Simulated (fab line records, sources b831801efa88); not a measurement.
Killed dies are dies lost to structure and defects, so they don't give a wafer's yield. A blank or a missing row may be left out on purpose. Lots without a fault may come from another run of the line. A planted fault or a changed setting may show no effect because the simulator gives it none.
One fault seen from 2 desks | flow gf180mcu | each desk has only its own numbers; what lay behind them comes last

THE TOOL OWNER'S DESK: implanter-01
The tool's own readings at GF_DNWELL_IMPLANT_07: means of the sampled wafers that have a number, for each lot that ran on this tool. A lot is out of limits, marked OUT, if its mean lies more than 4 standard deviations from the usual mean; the brackets give that distance.
Columns: A = beam_energy_keV at GF_DNWELL_IMPLANT_07, usual 1500.1
lot  | first seen here | A
L783 | day 3 14:51     | 1500.0
L784 | day 3 20:16     | 1500.7
L793 | day 5 22:30     | 1633.5 (+99 or more) OUT
L794 | day 6 02:33     | 1632.9 (+99 or more) OUT
This desk's finding: out of limits on L793, L794; first on L793, day 5 22:30 (beam_energy_keV at GF_DNWELL_IMPLANT_07). In limits: L783, L784.

THE METROLOGY DESK
What the gauges read, lot by lot, whatever tool the lot ran on: means of the sampled wafers that have a number. A lot is out of limits, marked OUT, if its mean lies more than 4 standard deviations from the usual mean; the brackets give that distance.
Columns: A = HV_LDD_OVL at GF_HV_LDD_OVL_MEAS_08, usual -1.0 nm; B = M1_OVL at GF_M1_OVL_MEAS_15, usual 4 nm
lot  | first seen here | A    | B
L779 | day 9 22:16     | -0.4 | 9
L780 | day 10 06:25    | -0.5 | 2
L781 | day 10 17:13    | -3.0 | 4
L782 | day 10 20:14    | -1.0 | 3
L783 | day 11 04:53    | -0.5 | 1
L784 | day 11 07:52    | -1.8 | 4
L785 | day 11 21:49    | 0.0  | 1
L786 | day 12 04:13    | 0.2  | -6
L787 | day 12 11:58    | -0.0 | 5
L793 | day 14 09:38    | -1.9 | 6
L794 | day 14 17:01    | -0.8 | 10
L799 | day 16 07:11    | -1.3 | 6
L800 | day 16 14:40    | -0.4 | 4
L802 | day 17 04:59    | -1.4 | 4
This desk's finding: nothing out of limits on any of the 14 lots.

PUT TOGETHER
The tool owner's desk could have raised an alarm at day 5 22:30, on L793, L794.
The metrology desk saw nothing out of limits.
The metrology desk has L793, L794 on record, within its limits.
Of the lots named, all ran GF_DNWELL_IMPLANT_07 on implanter-01.

WHAT THE SIMULATOR HAD PUT IN
Process parameter drift: implanter-01, from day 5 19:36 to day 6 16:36, at GF_DNWELL_IMPLANT_07. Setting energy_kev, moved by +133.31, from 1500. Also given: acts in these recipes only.
Lots struck among those shown: L793, L794.
Hours from the fault's start to each desk's first reading out of limits: the tool owner's desk, 3.
